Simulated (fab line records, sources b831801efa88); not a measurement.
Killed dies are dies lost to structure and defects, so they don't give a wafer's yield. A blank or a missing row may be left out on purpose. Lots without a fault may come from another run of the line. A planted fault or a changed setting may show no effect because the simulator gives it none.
Which tool did it? | flow sky130 | 14 lots, 42 wafers sampled, at 2 steps of a route of 708

WHAT THE GAUGES READ, wafer by wafer
The record holds no reading of a measuring or inspecting step that can be judged against a usual standard deviation.

WHICH TOOL RAN EACH LOT (tool, then ch and the chambers of the sampled wafers, then the start)
lot  | SKY_METAL1_SPUTTER_04        | SKY_PAD_OPEN_PROBE_99
L796 | pvd_sputter-04, day 31 08:02 | -
L797 | pvd_sputter-01, day 31 20:37 | -
L798 | pvd_sputter-02, day 32 06:12 | -
L799 | pvd_sputter-01, day 32 17:23 | -
L801 | pvd_sputter-02, day 33 11:05 | -
L803 | pvd_sputter-04, day 34 06:23 | prober-02, day 47 17:00
L806 | pvd_sputter-04, day 34 23:20 | -
L807 | pvd_sputter-04, day 35 07:23 | prober-02, day 48 10:30
L809 | pvd_sputter-01, day 36 02:08 | prober-02, day 49 00:00
L810 | pvd_sputter-01, day 36 10:45 | -
L812 | pvd_sputter-02, day 36 18:01 | -
L813 | pvd_sputter-01, day 37 09:03 | -
L815 | pvd_sputter-02, day 37 19:38 | -
L817 | pvd_sputter-04, day 38 13:36 | -
- SKY_METAL1_SPUTTER_04: material TiN, target thk 70 nm, time 58.3 s.
- SKY_PAD_OPEN_PROBE_99

WHAT THE TOOLS THEMSELVES READ (means of the sampled wafers that have a number; where no wafer has one, the mark that the record gives instead)
SKY_METAL1_SPUTTER_04. Usual: chamber_pressure_pa 0.4000 Pa, standard deviation 0.00081; throttle_valve_pct 29.6 %, standard deviation 0.92.
lot  | tool           | chamber_pressure_pa (Pa) | throttle_valve_pct (%) | flag
L796 | pvd_sputter-04 | 0.4015                   | 29.5                   |
L797 | pvd_sputter-01 | 0.3995                   | 30.0                   |
L798 | pvd_sputter-02 | 0.4003                   | 29.7                   |
L799 | pvd_sputter-01 | 0.3999                   | 29.6                   |
L801 | pvd_sputter-02 | 0.4009                   | 29.3                   |
L803 | pvd_sputter-04 | 0.4003                   | 29.3                   |
L806 | pvd_sputter-04 | 0.4004                   | 29.3                   |
L807 | pvd_sputter-04 | 0.4001                   | 29.4                   |
L809 | pvd_sputter-01 | 0.4001                   | 30.0                   |
L810 | pvd_sputter-01 | 0.3795                   | 30.1                   | OFF
L812 | pvd_sputter-02 | 0.3996                   | 29.8                   |
L813 | pvd_sputter-01 | 0.3798                   | 30.6                   | OFF
L815 | pvd_sputter-02 | 0.4000                   | 29.6                   |
L817 | pvd_sputter-04 | 0.3993                   | 29.4                   |

SKY_PAD_OPEN_PROBE_99. Usual: defect_limited_yield 82.5 %, standard deviation 1.7; killed_at_M0_to_M3 43, standard deviation 6.7; killed_at_M4_up 3.2, standard deviation 1.8; killed_at_contacts 24, standard deviation 4.8; killed_at_front_end 16, standard deviation 4.2; killed_at_other 0.3, standard deviation 0.56; killed_dies 86, standard deviation 8.5; killed_open 47, standard deviation 6.7; killed_short 39, standard deviation 6; sort_bin_3_pad_short 0.9 %, standard deviation 0.45; sort_bin_5_function 10.3 %, standard deviation 1.6; sort_bin_6_memory 6.3 %, standard deviation 1; sort_n_pass 406, standard deviation 8.5; sort_yield_pct 82.5 %, standard deviation 1.7.
lot  | tool      | defect_limited_yield (%) | killed_at_M0_to_M3 | killed_at_M4_up | killed_at_contacts | killed_at_front_end | killed_at_other | killed_dies | killed_open | killed_short | sort_bin_3_pad_short (%) | sort_bin_5_function (%) | sort_bin_6_memory (%) | sort_n_pass | sort_yield_pct (%) | flag
L803 | prober-02 | 84.2                     | 41                 | 1.7             | 19                 | 16                  | 0.0             | 78          | 43          | 35           | 1.3                      | 8.7                     | 5.8                   | 414         | 84.2               |
L807 | prober-02 | 81.9                     | 45                 | 4.0             | 25                 | 14                  | 0.7             | 89          | 46          | 43           | 0.9                      | 11.3                    | 5.8                   | 403         | 81.9               |
L809 | prober-02 | 79.3                     | 53                 | 3.3             | 27                 | 18                  | 0.3             | 102         | 54          | 48           | 1.7                      | 10.9                    | 8.1                   | 390         | 79.3               |

THE ANSWER, worked out from the rows above alone
Rule: a lot is off if the mean of its wafers that have a number lies more than 3 standard deviations from the usual mean. A lot without any number at a reading at which 4 lots or more have one is off too. The other lots that the step has rows for count as sound. The gauges are gone through in route order, then the tools' own readings, and for those a lot's mean is taken as printed above. The first step at which some lot is off is used, and at that step the reading that is off furthest; a lot without a number counts as furthest.
Off: L810, L813, at SKY_METAL1_SPUTTER_04 (chamber_pressure_pa).
A tool fits if, at that step or a process step before it, it ran every lot that is off, and no sound lot after the first of them. One fits: pvd_sputter-01 at SKY_METAL1_SPUTTER_04. Its last sound lot is L809 (day 36 02:08), its first lot that is off L810 (day 36 10:45): a fault that began between those two fits.
The tool's own readings at SKY_METAL1_SPUTTER_04 bear it out: on the lots that are off they differ by more than 5 times the standard deviation of the sound lots' means. chamber_pressure_pa reads 0.3797 Pa there against 0.4002 Pa on the sound lots.

WHAT THE SIMULATOR HAD PUT IN
Process parameter drift: pvd_sputter-01, from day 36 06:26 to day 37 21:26, at SKY_METAL1_SPUTTER_04. Setting chamber_pressure_pa, moved by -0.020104, from 0.4. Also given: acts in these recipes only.
Lots struck among those shown: L810, L813. The rule above found the same.
